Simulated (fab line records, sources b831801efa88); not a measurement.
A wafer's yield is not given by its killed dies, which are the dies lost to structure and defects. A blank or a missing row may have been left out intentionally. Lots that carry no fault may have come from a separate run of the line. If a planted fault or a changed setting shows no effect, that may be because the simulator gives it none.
The tool behind it: which one? :: flow gf180mcu :: at 1 step of a route of 602, 12 lots with 36 wafers sampled

== WHAT EACH GAUGE READ, for each wafer ==
GF_STI_BOW_MEAS_00.
lot: L075
measured: day 1 15:00
on: filmMetro-01
INCOMING_BOW (um): 1 15 3

lot: L077
measured: day 2 01:01
on: filmMetro-03
INCOMING_BOW (um): 11 10 1

lot: L079
measured: day 2 11:01
on: filmMetro-02
INCOMING_BOW (um): 2 -1 -2

lot: L081
measured: day 2 21:01
on: filmMetro-02
INCOMING_BOW (um): 12 -3 7

lot: L083
measured: day 3 07:01
on: filmMetro-03
INCOMING_BOW (um): -2 -8 -6

lot: L085
measured: day 3 17:02
on: filmMetro-01
INCOMING_BOW (um): 2 -5 8

lot: L087
measured: day 4 03:01
on: filmMetro-01
INCOMING_BOW (um): -3 0 -1

lot: L089
measured: day 4 13:00
on: filmMetro-02
INCOMING_BOW (um): 5 1 -10

lot: L091
measured: day 4 23:00
on: filmMetro-02
INCOMING_BOW (um): 13 -2 9

lot: L093
measured: day 5 09:01
on: filmMetro-03
INCOMING_BOW (um): -4 -5 -3

lot: L095
measured: day 5 19:01
on: filmMetro-02
INCOMING_BOW (um): 4 6 6

lot: L097
measured: day 6 05:02
on: filmMetro-01
INCOMING_BOW (um): -5 -7 4

== TOOL THAT RAN EACH LOT (tool first, then ch and the chambers of the sampled wafers, then the start) ==
Record: no process step prior to these readings.

== THE ANSWER, worked out from the rows above alone ==
Rule: usual is defined by the lots themselves. The widest of any qualifying gaps counts: lots, ordered by their means at a reading, are off when they make up no more than a third of the lots, leave a main group of 4 or more, and stand apart from it by 3 or more times the standard deviation of that group's means. A main group is skipped when, at the precision printed for the reading in the tables above, its means are all equal. Also off: a lot with no number at a reading for which 4 or more lots have one. The other lots that the step has rows for count as sound.
Nothing can be told from this: no lot is off at any reading shown.

== WHAT THE SIMULATOR PUT IN ==
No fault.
